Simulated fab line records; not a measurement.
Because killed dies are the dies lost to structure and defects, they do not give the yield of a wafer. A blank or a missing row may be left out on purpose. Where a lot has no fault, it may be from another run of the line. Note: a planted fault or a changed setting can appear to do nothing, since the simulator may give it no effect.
fab line records ; flow sky130
[record] lots = 11; wafers = 33; lastDay = 50
route steps=708 shown METAL4@599 CAP2M@607 VIA4@641 PAD_OPEN@708
lots that met no fault: taken from a fault-free run of the same line
startH: start of the lot's first displayed wafer, in hours after the record's first day ; waitH: hours from the lot's prior step to this one ; " repeats the value in the row above ; L1.1+2: one row covering several wafers at once ; - no value present, or no start provided ; * or withheld: withheld ; < > ~ a bound
route shown NAME@n: a module of which the file shows steps, and the number in the route of the first ; usual: the fault-free wafers' mean and standard deviation ; same: alike in all rows ; chamber/n: place in a boat ; sites: per-site readings ; _std_site: standard deviation across them ; _edge_site: outer sites' mean less inner sites' ; radiusMm: how far each site lies from the wafer's centre ; mask NAME#n: copy n ; behind: the most recent tool/chamber to have shaped the wafer ; hold: what put the lot on hold/how long, in hours/how the hold closed ; device: which transistor (n, p or np) failed to switch ; end of line: the tests these same wafers got at the end of their route ; for a step that has no rows: nothing shown but its recipe ; killed: the dies lost at the first sort to structure and to defects; this is not the yield of the wafer ; map: the dies of a wafer, with x for killed, . for not killed, _ for no die there
set.NAME: the setting the step ran with; set.NAME@STEP: the setting that earlier step ran with ; model.NAME: the simulator's own value behind a step, which no gauge read
the route's steps for a sample of lots (tables are steps, rows are wafers)
services: from which hour (startH, from the record's first day; less than 0 if before it) a tool's chamber was out of use, for how many hours, and why
[[steps]]
[step SKY_METAL4_SPUTTER_01]
[recipe] material = TiN; targetThkNm = 20; powerW = 6500; timeS = 16.7; chamberPressurePa = 0.4
[usual] throttleValvePct = 29.2/0.88
lot.wafer;tool;chamber;startH;waitH;throttleValvePct
L159.1;pvdSputter-02;-;939.77;0.0;28.7
L159.2;pvdSputter-02;-;939.77;0.0;28.6
L159.3;pvdSputter-02;-;939.77;0.0;28.6
L163.2;pvdSputter-03;-;951.73;0.0;29.2
L163.4;pvdSputter-03;-;951.73;0.0;30.9
L163.6;pvdSputter-03;-;951.73;0.0;30.7
L164.1;pvdSputter-03;-;967.88;0.0;29.4
L164.2;pvdSputter-03;-;967.88;0.0;28.2
L164.6;pvdSputter-03;-;967.88;0.0;28.3
L165.2;pvdSputter-02;-;972.36;0.0;28.8
L165.3;pvdSputter-02;-;972.36;0.0;28.6
L165.6;pvdSputter-02;-;972.36;0.0;28.6
L170.2;pvdSputter-02;-;1020.61;0.0;28.6
L170.3;pvdSputter-02;-;1020.61;0.0;29.2
L170.4;pvdSputter-02;-;1020.61;0.0;28.7
L172.2;pvdSputter-02;-;1026.25;0.0;28.3
L172.4;pvdSputter-02;-;1026.25;0.0;28.9
L172.5;pvdSputter-02;-;1026.25;0.0;28.7
L175.1;pvdSputter-02;-;1042.15;0.0;28.9
L175.2;pvdSputter-02;-;1042.15;0.0;28.7
L175.5;pvdSputter-02;-;1042.15;0.0;28.6
L176.2;pvdSputter-03;-;1044.90;0.0;30.7
L176.3;pvdSputter-03;-;1044.90;0.0;29.1
L176.6;pvdSputter-03;-;1044.90;0.0;28.0
L177.3;pvdSputter-03;-;1052.31;0.0;27.9
L177.4;pvdSputter-03;-;1052.31;0.0;30.8
L177.6;pvdSputter-03;-;1052.31;0.0;29.4
L178.2;pvdSputter-02;-;1056.26;0.0;28.3
L178.5;pvdSputter-02;-;1056.26;0.0;28.8
L178.6;pvdSputter-02;-;1056.26;0.0;28.9
L181.1;pvdSputter-02;-;1073.13;0.0;28.7
L181.2;pvdSputter-02;-;1073.13;0.0;28.5
L181.4;pvdSputter-02;-;1073.13;0.0;28.6
[step SKY_CAP2M_THK_MEAS_04]
[recipe] thkMeasGauge = xrf; reads = TiN_of_CAP2M_SPUTTER_02
[usual] CAP2M_TIN_THK = 197/3.1
lot.wafer;tool;chamber;startH;waitH;CAP2M_TIN_THK[nm]
L159.1;filmMetro-02;-;940.21;0.1;195
L159.2;filmMetro-02;-;940.21;0.1;197
L159.3;filmMetro-02;-;940.21;0.1;192
L163.2;filmMetro-01;-;952.18;0.1;198
L163.4;filmMetro-01;-;952.18;0.1;199
L163.6;filmMetro-01;-;952.18;0.1;200
L164.1;filmMetro-01;-;968.33;0.1;202
L164.2;filmMetro-01;-;968.33;0.1;199
L164.6;filmMetro-01;-;968.33;0.1;200
L165.2;filmMetro-02;-;972.81;0.1;195
L165.3;filmMetro-02;-;972.81;0.1;199
L165.6;filmMetro-02;-;972.81;0.1;194
L170.2;filmMetro-01;-;1021.07;0.1;199
L170.3;filmMetro-01;-;1021.07;0.1;200
L170.4;filmMetro-01;-;1021.07;0.1;200
L172.2;filmMetro-02;-;1026.72;0.1;193
L172.4;filmMetro-02;-;1026.72;0.1;195
L172.5;filmMetro-02;-;1026.72;0.1;195
L175.1;filmMetro-04;-;1042.60;0.1;196
L175.2;filmMetro-04;-;1042.60;0.1;194
L175.5;filmMetro-04;-;1042.60;0.1;198
L176.2;filmMetro-01;-;1045.36;0.1;199
L176.3;filmMetro-01;-;1045.36;0.1;195
L176.6;filmMetro-01;-;1045.36;0.1;196
L177.3;filmMetro-02;-;1052.77;0.1;195
L177.4;filmMetro-02;-;1052.77;0.1;194
L177.6;filmMetro-02;-;1052.77;0.1;194
L178.2;filmMetro-01;-;1056.72;0.1;199
L178.5;filmMetro-01;-;1056.72;0.1;199
L178.6;filmMetro-01;-;1056.72;0.1;201
L181.1;filmMetro-02;-;1073.57;0.1;195
L181.2;filmMetro-02;-;1073.57;0.1;196
L181.4;filmMetro-02;-;1073.57;0.1;197
[step SKY_VIA4_CMP_02]
[recipe] material = SiO2; downForcePsi = 4; platenRpm = 60; padVelocityMS = 0.94248
[usual] edgeZonePressureFrac = 0.999/0.0048; headPressurePsi = 4.000/0.0082; motorCurrentA = 11.7/1.1; slurryFilterDpKPa = 13.52/0.14
lot.wafer;tool;chamber;startH;waitH;edgeZonePressureFrac;headPressurePsi;motorCurrentA;slurryFilterDpKPa
L159.1;cmp-02;1;990.45;0.1;1.001;3.994;11.1;13.47
L159.2;cmp-02;3;990.45;0.1;1.006;4.009;10.9;13.52
L159.3;cmp-02;0;990.45;0.1;1.001;3.996;11.4;13.60
L163.2;cmp-01;3;1000.29;0.0;-;-;-;-
L163.4;cmp-01;1;1000.29;0.0;-;-;-;-
L163.6;cmp-01;0;1000.29;0.0;-;-;-;-
L164.1;cmp-02;1;1016.93;0.1;-;-;-;-
L164.2;cmp-02;3;1016.93;0.1;-;-;-;-
L164.6;cmp-02;0;1016.93;0.1;-;-;-;-
L165.3;cmp-01;0;1021.46;0.2;-;-;-;-
L165.2;cmp-01;2;1021.46;0.2;-;-;-;-
L165.6;cmp-01;1;1021.46;0.2;-;-;-;-
L170.2;cmp-02;3;1066.35;0.1;0.998;3.996;11.1;13.30
L170.4;cmp-02;0;1066.35;0.1;1.004;4.006;11.1;13.59
L170.3;cmp-02;1;1066.35;0.1;0.995;4.003;10.8;13.64
L172.2;cmp-01;0;1071.75;0.0;0.989;3.993;13.3;13.46
L172.4;cmp-01;3;1071.75;0.0;1.010;4.000;13.8;13.61
L172.5;cmp-01;1;1071.75;0.0;0.996;3.997;10.5;13.39
L175.2;cmp-02;2;1086.99;0.1;1.000;3.989;12.2;13.46
L175.1;cmp-02;3;1086.99;0.1;1.000;3.979;10.6;13.46
L175.5;cmp-02;1;1086.99;0.1;0.996;3.993;11.3;13.74
L176.2;cmp-02;2;1090.04;0.0;0.994;4.009;11.6;13.72
L176.3;cmp-02;3;1090.04;0.0;0.994;3.994;11.2;13.55
L176.6;cmp-02;2;1090.04;0.0;0.998;4.004;12.0;13.46
L177.3;cmp-02;2;1097.41;0.1;0.996;3.991;12.0;13.45
L177.4;cmp-02;3;1097.41;0.1;0.997;4.010;11.0;13.54
L177.6;cmp-02;1;1097.41;0.1;1.004;3.993;11.4;13.52
L178.2;cmp-02;0;1100.01;0.1;1.002;3.993;10.5;13.46
L178.6;cmp-02;3;1100.01;0.1;0.999;4.021;11.0;13.51
L178.5;cmp-02;0;1100.01;0.1;1.000;3.987;11.1;13.67
L181.2;cmp-01;1;1116.11;0.0;1.002;3.999;11.0;13.55
L181.1;cmp-01;3;1116.11;0.0;0.997;3.990;14.3;13.55
L181.4;cmp-01;0;1116.11;0.0;1.004;4.001;12.7;13.29
[step SKY_VIA4_BOW_MEAS_03]
[recipe] mode = bow
[usual] VIA4_BOW = 80/8.9
lot.wafer;tool;chamber;startH;waitH;VIA4_BOW[um]
L159.1;filmMetro-01;-;990.75;0.2;67
L159.2;filmMetro-01;-;990.75;0.2;73
L159.3;filmMetro-01;-;990.75;0.2;90
L163.2;filmMetro-03;-;1000.61;0.3;141
L163.4;filmMetro-03;-;1000.61;0.3;134
L163.6;filmMetro-03;-;1000.61;0.3;129
L164.1;filmMetro-03;-;1017.18;0.2;117
L164.2;filmMetro-03;-;1017.18;0.2;135
L164.6;filmMetro-03;-;1017.18;0.2;132
L165.2;filmMetro-02;-;1021.78;0.2;148
L165.3;filmMetro-02;-;1021.78;0.2;137
L165.6;filmMetro-02;-;1021.78;0.2;135
L170.2;filmMetro-01;-;1066.62;0.2;76
L170.3;filmMetro-01;-;1066.62;0.2;72
L170.4;filmMetro-01;-;1066.62;0.2;77
L172.2;filmMetro-01;-;1072.07;0.3;88
L172.4;filmMetro-01;-;1072.07;0.3;90
L172.5;filmMetro-01;-;1072.07;0.3;92
L175.1;filmMetro-01;-;1087.19;0.1;78
L175.2;filmMetro-01;-;1087.19;0.1;99
L175.5;filmMetro-01;-;1087.19;0.1;86
L176.2;filmMetro-02;-;1090.36;0.3;72
L176.3;filmMetro-02;-;1090.36;0.3;73
L176.6;filmMetro-02;-;1090.36;0.3;83
L177.3;filmMetro-01;-;1097.70;0.2;61
L177.4;filmMetro-01;-;1097.70;0.2;72
L177.6;filmMetro-01;-;1097.70;0.2;69
L178.2;filmMetro-03;-;1100.28;0.2;91
L178.5;filmMetro-03;-;1100.28;0.2;73
L178.6;filmMetro-03;-;1100.28;0.2;90
L181.1;filmMetro-01;-;1116.41;0.1;86
L181.2;filmMetro-01;-;1116.41;0.1;90
L181.4;filmMetro-01;-;1116.41;0.1;86
[step SKY_VIA4_ETCH_12]
[recipe] target = SiO2; chemistry = C4F8/O2/Ar; stopOn = TiN; maskMaterial = NOVOLAK; sourceW = 1500; biasW = 1200; pressureMtorr = 40; c4f8FlowSccm = withheld; O2_flow_sccm = 6; Ar_flow_sccm = 300; timeS = withheld; targetDepthA = 5800
[usual] oesProductAu = 0.925/0.0047
lot.wafer;tool;chamber;startH;waitH;oesProductAu
L159.1;rieDiel-03;3;1013.84;0.0;0.930
L159.2;rieDiel-03;1;1013.84;0.0;0.932
L159.3;rieDiel-03;0;1013.84;0.0;0.922
L163.2;rieDiel-02;2;1023.30;0.0;1.627
L163.4;rieDiel-02;3;1023.30;0.0;1.635
L163.6;rieDiel-02;0;1023.30;0.0;1.630
L164.1;rieDiel-02;1;1038.63;0.0;1.621
L164.2;rieDiel-02;2;1038.63;0.0;1.625
L164.6;rieDiel-02;2;1038.63;0.0;1.617
L165.2;rieDiel-02;3;1043.94;0.0;1.651
L165.3;rieDiel-02;0;1043.94;0.0;1.626
L165.6;rieDiel-02;2;1043.94;0.0;1.619
L170.2;rieDiel-02;3;1088.23;0.0;0.920
L170.3;rieDiel-02;2;1088.23;0.0;0.923
L170.4;rieDiel-02;1;1088.23;0.0;0.925
L172.2;rieDiel-02;2;1092.99;0.0;0.931
L172.4;rieDiel-02;1;1092.99;0.0;0.923
L172.5;rieDiel-02;2;1092.99;0.0;0.925
L175.1;rieDiel-02;3;1107.49;0.0;0.921
L175.2;rieDiel-02;1;1107.49;0.0;0.916
L175.5;rieDiel-02;1;1107.49;0.0;0.929
L176.2;rieDiel-02;2;1110.44;0.0;0.933
L176.3;rieDiel-02;3;1110.44;0.0;0.923
L176.6;rieDiel-02;1;1110.44;0.0;0.917
L177.3;rieDiel-02;0;1117.83;0.0;0.925
L177.4;rieDiel-02;1;1117.83;0.0;0.927
L177.6;rieDiel-02;0;1117.83;0.0;0.927
L178.2;rieDiel-02;3;1120.00;0.0;0.921
L178.5;rieDiel-02;2;1120.00;0.0;0.933
L178.6;rieDiel-02;1;1120.00;0.0;0.929
L181.1;rieDiel-01;1;1135.58;0.0;0.929
L181.2;rieDiel-01;2;1135.58;0.0;0.921
L181.4;rieDiel-01;3;1135.58;0.0;0.931
[step SKY_VIA4_SPUTTER_17]
[recipe] material = TiN; targetThkNm = 20; chamberPressurePa = 5; powerW = 4000; timeS = 80
[usual] throttleValvePct = 29.6/0.95
lot.wafer;tool;chamber;startH;waitH;throttleValvePct
L159.1;pvdSputter-01;-;1014.51;0.0;29.7
L159.2;pvdSputter-01;-;1014.51;0.0;30.4
L159.3;pvdSputter-01;-;1014.51;0.0;30.6
L163.2;pvdSputter-04;-;1023.98;0.0;31.6
L163.4;pvdSputter-04;-;1023.98;0.0;31.3
L163.6;pvdSputter-04;-;1023.98;0.0;30.0
L164.1;pvdSputter-01;-;1039.32;0.0;30.3
L164.2;pvdSputter-01;-;1039.32;0.0;30.0
L164.6;pvdSputter-01;-;1039.32;0.0;30.1
L165.2;pvdSputter-01;-;1044.74;0.0;30.4
L165.3;pvdSputter-01;-;1044.74;0.0;29.9
L165.6;pvdSputter-01;-;1044.74;0.0;30.0
L170.2;pvdSputter-04;-;1088.89;0.0;29.5
L170.3;pvdSputter-04;-;1088.89;0.0;29.2
L170.4;pvdSputter-04;-;1088.89;0.0;30.1
L172.2;pvdSputter-04;-;1093.66;0.0;31.9
L172.4;pvdSputter-04;-;1093.66;0.0;29.7
L172.5;pvdSputter-04;-;1093.66;0.0;29.5
L175.1;pvdSputter-01;-;1108.20;0.0;29.9
L175.2;pvdSputter-01;-;1108.20;0.0;30.4
L175.5;pvdSputter-01;-;1108.20;0.0;30.6
L176.2;pvdSputter-02;-;1111.25;0.0;28.9
L176.3;pvdSputter-02;-;1111.25;0.0;28.5
L176.6;pvdSputter-02;-;1111.25;0.0;28.5
L177.3;pvdSputter-01;-;1118.50;0.0;30.6
L177.4;pvdSputter-01;-;1118.50;0.0;30.2
L177.6;pvdSputter-01;-;1118.50;0.0;30.5
L178.2;pvdSputter-01;-;1120.75;0.0;30.2
L178.5;pvdSputter-01;-;1120.75;0.0;30.4
L178.6;pvdSputter-01;-;1120.75;0.0;29.8
L181.1;pvdSputter-04;-;1136.25;0.0;30.1
L181.2;pvdSputter-04;-;1136.25;0.0;31.7
L181.4;pvdSputter-04;-;1136.25;0.0;29.9
[step SKY_PAD_OPEN_PROBE_99]
[usual] defectLimitedYield = 82.3/1.9; killed_at_M0_to_M3 = 44/6.9; killed_at_M4_up = 3.3/2.1; killedAtContacts = 24/4.8; killedAtFrontEnd = 15/4.4; killedAtOther = 0.2/0.48; killedDies = 87/9.5; killedOnRim = 17/4; killedOpen = 48/6.5; killedShort = 39/6.3; sort_bin_3_pad_short = 0.9/0.48; sort_bin_5_function = 10.5/1.5; sort_bin_6_memory = 6.3/1.1; sortNPass = 405/9.5; sortYieldPct = 82.3/1.9
[same] grossDies = 492; killedAtBackSide = 0; sort_bin_4_leakage[%] = 0; sort_bin_8_speed[%] = 0
lot.wafer;tool;chamber;startH;waitH;defectLimitedYield[%];killed_at_M0_to_M3;killed_at_M4_up;killedAtContacts;killedAtFrontEnd;killedAtOther;killedDies;killedOnRim;killedOpen;killedShort;sort_bin_3_pad_short[%];sort_bin_5_function[%];sort_bin_6_memory[%];sortNPass;sortYieldPct[%]
L163.2;prober-02;-;1092.85;0.1;0;53;404;21;14;0;492;96;54;41;1.2;92.7;6.1;0;0
L163.4;prober-02;-;1092.95;0.2;0;51;399;25;16;1;492;96;50;46;0.4;92.7;6.9;0;0
L163.6;prober-02;-;1093.05;0.2;0;33;414;34;11;0;492;96;43;38;0.2;94.3;5.5;0;0
L164.1;prober-01;-;1106.57;0.1;0;41;420;20;11;0;492;96;46;29;0.4;93.5;6.1;0;0
L164.2;prober-01;-;1106.62;0.1;0;54;404;23;11;0;492;96;52;38;0.6;90.7;8.7;0;0
L164.6;prober-01;-;1106.82;0.2;0;45;408;19;20;0;492;96;46;42;0.8;92.3;6.9;0;0
L165.2;prober-02;-;1111.25;0.1;0;44;398;25;24;1;492;96;52;45;1.8;92.7;5.5;0;0
L165.3;prober-02;-;1111.30;0.2;0;48;406;24;14;0;492;96;52;37;1.0;92.1;6.9;0;0
L165.6;prober-02;-;1111.45;0.2;0;47;390;35;18;2;492;96;55;47;1.0;92.7;6.3;0;0
L170.2;prober-01;-;1152.20;0.1;82.5;44;5;22;15;0;86;14;50;36;0.6;11.2;5.7;406;82.5
L170.3;prober-01;-;1152.25;0.2;83.7;40;2;26;12;0;80;18;43;37;0.6;10.6;5.1;412;83.7
L170.4;prober-01;-;1152.30;0.2;81.5;50;6;20;15;0;91;12;50;41;0.8;12.6;5.1;401;81.5
L172.2;prober-01;-;1155.21;0.1;82.5;49;2;25;10;0;86;16;49;37;1.2;11.0;5.3;406;82.5
L172.4;prober-01;-;1155.31;0.2;82.1;51;1;24;12;0;88;16;47;41;0.2;11.6;6.1;404;82.1
L172.5;prober-01;-;1155.36;0.2;82.7;47;1;28;9;0;85;17;46;39;1.6;9.3;6.3;407;82.7
L175.1;prober-02;-;1168.12;0.1;83.5;45;4;23;9;0;81;22;41;39;1.2;9.6;5.7;411;83.5
L175.2;prober-02;-;1168.17;0.1;81.3;55;1;19;16;1;92;21;42;50;1.4;11.6;5.7;400;81.3
L175.5;prober-02;-;1168.32;0.2;83.1;43;5;24;11;0;83;14;49;33;0.6;10.2;6.1;409;83.1
L176.2;prober-01;-;1170.35;0.1;78.7;51;3;26;25;0;105;27;60;44;0.4;14.0;6.9;387;78.7
L176.3;prober-01;-;1170.40;0.2;79.7;47;4;28;21;0;100;26;59;36;0.2;12.2;7.9;392;79.7
L176.6;prober-01;-;1170.55;0.2;85.2;28;2;21;22;0;73;19;40;33;1.2;10.2;3.5;419;85.2
L177.3;prober-02;-;1176.62;0.2;83.1;34;5;27;17;0;83;18;44;39;1.0;8.1;7.7;409;83.1
L177.4;prober-02;-;1176.67;0.2;82.9;39;7;20;17;1;84;19;53;30;0.4;9.1;7.5;408;82.9
L177.6;prober-02;-;1176.77;0.2;80.9;53;3;21;17;0;94;19;48;46;0.8;11.2;7.1;398;80.9
L178.2;prober-01;-;1180.04;0.1;80.9;45;3;25;20;1;94;19;53;41;0.8;11.6;6.7;398;80.9
L178.5;prober-01;-;1180.19;0.2;81.5;57;2;19;13;0;91;21;51;40;1.0;9.1;8.3;401;81.5
L178.6;prober-01;-;1180.24;0.2;80.9;48;5;22;19;0;94;17;53;41;0.6;11.8;6.7;398;80.9
// killed by level:class
L163.2 VIA4:areaCmp=397 VIA1:geometricParticle:open=16 METAL2:geometricParticle:short=9 CONTACT:geometricParticle:open=8 POLY_GATE:geometricParticle:short=6 VIA2:geometricParticle:open=6 VIA3:geometricParticle:open=6 LI_CONTACT:geometricParticle:open=5
L163.4 VIA4:areaCmp=396 METAL1:geometricParticle:short=10 VIA1:geometricParticle:open=10 CONTACT:geometricParticle:open=9 VIA2:geometricParticle:open=9 VIA3:geometricParticle:open=7 CONTACT:geometricParticle:short=6 FIELD_ISO:geometricParticle:open=5
L163.6 VIA4:areaCmp=411 CONTACT:geometricParticle:open=11 LI_CONTACT:geometricParticle:open=9 VIA1:geometricParticle:open=9 CONTACT:geometricParticle:short=8 VIA3:geometricParticle:open=8 METAL2:geometricParticle:short=5 POLY_GATE:geometricParticle:open=4
L164.1 VIA4:areaCmp=417 VIA1:geometricParticle:open=16 CONTACT:geometricParticle:open=9 VIA3:geometricParticle:open=5 POLY_GATE:geometricParticle:short=4 LOCAL_INTERCONNECT:geometricParticle:short=4 METAL1:geometricParticle:short=4 VIA1:geometricParticle:short=4
L164.2 VIA4:areaCmp=401 VIA1:geometricParticle:open=12 VIA3:geometricParticle:open=10 CONTACT:geometricParticle:open=9 VIA2:geometricParticle:open=7 METAL1:geometricParticle:short=7 VIA1:geometricParticle:short=6 LI_CONTACT:geometricParticle:open=5
L164.6 VIA4:areaCmp=404 VIA1:geometricParticle:open=9 VIA3:geometricParticle:open=9 METAL2:geometricParticle:short=7 CONTACT:geometricParticle:open=6 VIA1:geometricParticle:short=6 LI_CONTACT:geometricParticle:open=5 FIELD_ISO:geometricParticle:open=4
L165.2 VIA4:areaCmp=394 LOCAL_INTERCONNECT:geometricParticle:short=9 VIA2:geometricParticle:open=8 CONTACT:geometricParticle:open=8 VIA1:geometricParticle:open=8 FIELD_ISO:geometricParticle:open=7 POLY_GATE:geometricParticle:open=7 VIA3:geometricParticle:open=7
L165.3 VIA4:areaCmp=403 CONTACT:geometricParticle:open=11 VIA3:geometricParticle:open=11 VIA1:geometricParticle:open=11 METAL1:geometricParticle:short=8 POLY_GATE:geometricParticle:open=7 METAL2:geometricParticle:short=7 LI_CONTACT:geometricParticle:open=4
L165.6 VIA4:areaCmp=388 LI_CONTACT:geometricParticle:open=11 VIA1:geometricParticle:open=9 LOCAL_INTERCONNECT:geometricParticle:short=8 METAL2:geometricParticle:short=8 VIA2:geometricParticle:open=7 CONTACT:geometricParticle:open=6 VIA3:geometricParticle:open=6
L170.2 VIA3:geometricParticle:open=10 VIA1:geometricParticle:open=8 FIELD_ISO:geometricParticle:open=6 FIELD_ISO:geometricParticle:short=6 LI_CONTACT:geometricParticle:open=6 VIA2:geometricParticle:open=6 CONTACT:geometricParticle:open=6 METAL1:geometricParticle:short=4
L170.3 VIA1:geometricParticle:open=10 LI_CONTACT:geometricParticle:open=8 CONTACT:geometricParticle:open=7 VIA1:geometricParticle:short=6 VIA3:geometricParticle:open=5 POLY_GATE:geometricParticle:short=4 LOCAL_INTERCONNECT:geometricParticle:short=4 METAL1:geometricParticle:short=4
L170.4 VIA1:geometricParticle:open=9 CONTACT:geometricParticle:open=7 METAL1:geometricParticle:short=7 VIA3:geometricParticle:open=7 POLY_GATE:geometricParticle:open=6 VIA2:geometricParticle:open=6 CONTACT:geometricParticle:short=5 VIA1:geometricParticle:short=5
L172.2 VIA1:geometricParticle:open=14 CONTACT:geometricParticle:open=10 LI_CONTACT:geometricParticle:open=7 VIA2:geometricParticle:short=6 VIA3:geometricParticle:open=5 METAL1:geometricParticle:short=5 METAL2:geometricParticle:short=5 VIA2:geometricParticle:open=5
L172.4 CONTACT:geometricParticle:open=13 VIA1:geometricParticle:open=12 CONTACT:geometricParticle:short=7 METAL2:geometricParticle:short=7 METAL1:geometricParticle:short=7 VIA2:geometricParticle:open=7 VIA2:geometricParticle:short=5 VIA3:geometricParticle:open=4
L172.5 CONTACT:geometricParticle:open=11 VIA1:geometricParticle:open=8 VIA3:geometricParticle:open=7 METAL2:geometricParticle:short=6 CONTACT:geometricParticle:short=5 VIA2:geometricParticle:open=5 METAL3:geometricParticle:short=5 LI_CONTACT:geometricParticle:open=4
L175.1 CONTACT:geometricParticle:open=9 VIA3:geometricParticle:open=8 VIA1:geometricParticle:open=8 FIELD_ISO:geometricParticle:short=5 LI_CONTACT:geometricParticle:open=5 METAL1:geometricParticle:short=5 METAL3:geometricParticle:short=5 METAL4:geometricParticle:short=4
L175.2 VIA1:geometricParticle:short=12 METAL1:geometricParticle:short=10 VIA2:geometricParticle:open=8 VIA3:geometricParticle:open=8 POLY_GATE:geometricParticle:short=6 CONTACT:geometricParticle:short=6 FIELD_ISO:geometricParticle:open=5 LI_CONTACT:geometricParticle:open=5
L175.5 CONTACT:geometricParticle:open=8 METAL1:geometricParticle:short=8 LI_CONTACT:geometricParticle:open=7 VIA2:geometricParticle:open=7 VIA3:geometricParticle:open=7 VIA1:geometricParticle:open=6 CONTACT:geometricParticle:short=4 METAL2:geometricParticle:short=4
L176.2 VIA2:geometricParticle:open=14 VIA1:geometricParticle:open=11 LI_CONTACT:geometricParticle:open=9 METAL1:geometricParticle:short=7 FIELD_ISO:geometricParticle:open=6 POLY_GATE:geometricParticle:open=6 VIA2:geometricParticle:short=6 LOCAL_INTERCONNECT:geometricParticle:short=6
L176.3 VIA1:geometricParticle:short=9 LI_CONTACT:geometricParticle:open=9 VIA3:geometricParticle:open=9 VIA1:geometricParticle:open=8 CONTACT:geometricParticle:open=8 FIELD_ISO:geometricParticle:open=7 VIA2:geometricParticle:open=6 POLY_GATE:geometricParticle:open=6
L176.6 CONTACT:geometricParticle:open=9 VIA2:geometricParticle:open=7 POLY_GATE:geometricParticle:short=6 VIA1:geometricParticle:open=6 FIELD_ISO:geometricParticle:short=5 CONTACT:geometricParticle:short=5 METAL1:geometricParticle:short=5 FIELD_ISO:geometricParticle:open=4
L177.3 CONTACT:geometricParticle:open=10 CONTACT:geometricParticle:short=9 VIA2:geometricParticle:open=7 METAL2:geometricParticle:short=6 FIELD_ISO:geometricParticle:open=5 VIA1:geometricParticle:open=5 METAL1:geometricParticle:short=5 POLY_GATE:geometricParticle:short=4
L177.4 VIA1:geometricParticle:open=11 CONTACT:geometricParticle:open=7 POLY_GATE:geometricParticle:open=6 VIA2:geometricParticle:open=6 FIELD_ISO:geometricParticle:open=5 LOCAL_INTERCONNECT:geometricParticle:short=5 VIA3:geometricParticle:open=5 LI_CONTACT:geometricParticle:open=4
L177.6 VIA2:geometricParticle:open=10 CONTACT:geometricParticle:open=8 VIA1:geometricParticle:open=8 METAL1:geometricParticle:short=7 VIA3:geometricParticle:open=7 FIELD_ISO:geometricParticle:open=6 VIA3:geometricParticle:short=6 CONTACT:geometricParticle:short=5
L178.2 CONTACT:geometricParticle:open=12 VIA1:geometricParticle:open=12 VIA2:geometricParticle:open=7 FIELD_ISO:geometricParticle:short=6 POLY_GATE:geometricParticle:short=5 VIA2:geometricParticle:short=5 POLY_GATE:geometricParticle:open=4 VIA3:geometricParticle:open=4
L178.5 VIA1:geometricParticle:open=15 VIA2:geometricParticle:open=8 VIA1:geometricParticle:short=7 LI_CONTACT:geometricParticle:open=7 METAL2:geometricParticle:short=7 METAL1:geometricParticle:short=6 CONTACT:geometricParticle:short=6 VIA3:geometricParticle:open=6
L178.6 VIA3:geometricParticle:open=12 CONTACT:geometricParticle:open=10 VIA1:geometricParticle:open=10 VIA1:geometricParticle:short=9 LI_CONTACT:geometricParticle:open=6 FIELD_ISO:geometricParticle:open=4 POLY_GATE:geometricParticle:open=4 POLY_GATE:geometricParticle:short=4
[[services]]
tool;chamber;startH;hours;kind
pvdSputter-01;-;917.61;70.1;repair
rieDiel-01;2;926.76;5.8;repair
rieDiel-01;1;927.84;7.1;repair
pvdSputter-04;-;931.62;4.3;repair
pvdSputter-02;-;960.08;1.2;repair
pvdSputter-03;-;969.41;24.1;repair
rieDiel-02;0;970.01;13.3;repair
pvdSputter-02;-;974.01;4.9;repair
rieDiel-03;3;986.10;3.6;repair
cmp-02;-;991.63;1.6;repair
cmp-02;-;995.96;5.6;repair
pvdSputter-01;-;1005.04;1.1;repair
cmp-02;-;1005.46;4.9;pm
cmp-02;-;1026.25;1.8;repair
cmp-01;-;1041.87;1.3;repair
pvdSputter-04;-;1042.56;3.5;repair
rieDiel-02;0;1071.73;5.4;repair
cmp-01;-;1084.95;4.0;pm
cmp-02;-;1111.62;2.1;repair
pvdSputter-01;-;1114.84;2.6;repair
pvdSputter-03;-;1115.12;3.4;repair
pvdSputter-04;-;1129.60;3.5;repair
cmp-01;-;1133.15;7.5;pm
rieDiel-02;1;1135.07;4.1;repair
[[key]]
[firstSign] step = SKY_VIA4_CMP_02; reading = toolRecord; direction = missing
[effect] step = SKY_VIA4_BOW_MEAS_03; reading = VIA4_BOW; direction = up; sigmas = 6.1; usual = 80; struck = 134
[effect] step = SKY_VIA4_ETCH_12; reading = oesProductAu; direction = up; sigmas = 99+; usual = 0.925; struck = 1.628
[effect] step = SKY_PAD_OPEN_PROBE_99; reading = killed_at_M4_up; direction = up; sigmas = 99+; usual = 3.3; struck = 404.8
[moreKillsBornAt] SKY_VIA4_CMP_02@cmp-01 = 2389; SKY_VIA4_CMP_02@cmp-02 = 1221
metAt SKY_VIA4_CMP_02
struckLots L163,L164,L165
laterRowsLeftOut L163.2,L163.4,L163.6,L164.1,L164.2,L164.6,L165.2,L165.3,L165.6
notActingAt SKY_METAL4_SPUTTER_01,SKY_CAP2M_THK_MEAS_04,SKY_VIA4_SPUTTER_17
onsetBetween 990.45 1000.29
[fault] kind = skippedStepWhole; tool = cmp-01,cmp-02; chamber = -; onsetH = 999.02; steps = SKY_VIA4_CMP_02; scope = struckLotsOnly
// laterRowsLeftOut: the simulator's readings of these wafers behind a module that went badly wrong aren't trusted and aren't shown, but for the sort
